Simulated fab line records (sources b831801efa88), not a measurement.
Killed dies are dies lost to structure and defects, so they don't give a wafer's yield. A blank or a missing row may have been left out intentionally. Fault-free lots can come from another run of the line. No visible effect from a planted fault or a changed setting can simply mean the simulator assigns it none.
Which of the tools did it? -- flow gf180mcu -- at 1 step of a route of 602, 7 lots with 20 wafers sampled

WHAT EACH GAUGE READ, for each wafer
GF_CONTACT_THK_MEAS_03.
lot,measured,on,CONTACT_CVD_02_THK (nm)
L413,day 15 18:18,film metro-04,863 866 883
L416,day 16 18:31,film metro-01,852 857 869
L419,day 18 01:01,film metro-04,852 850
L421,day 18 08:04,film metro-03,840 835 877
L423,day 19 00:06,film metro-03,881 853 867
L428,day 20 19:09,film metro-03,851 882 867
L435,day 23 07:24,film metro-04,871 862 889

EACH LOT AND THE TOOL THAT RAN IT (in order: tool; ch and the chambers of the sampled wafers; start)
Record: no process step prior to these readings.

THE ANSWER, worked out from the rows above alone
Rule: the usual values come from the lots themselves. Put in order of their means at a reading, lots are off if they are a third of the lots or fewer, leave a main group of 4 or more, and stand apart from it by a gap of 3 or more times the standard deviation of the main group's means; of several such gaps the widest counts. A main group is skipped when, at the precision printed for the reading in the tables above, its means are all equal. A lot without any number at a reading at which 4 lots or more have one is off too. The other lots that the step has rows for count as sound.
No lot is off at any reading shown: from this, nothing can be told.

WHAT WAS PUT IN BY THE SIMULATOR
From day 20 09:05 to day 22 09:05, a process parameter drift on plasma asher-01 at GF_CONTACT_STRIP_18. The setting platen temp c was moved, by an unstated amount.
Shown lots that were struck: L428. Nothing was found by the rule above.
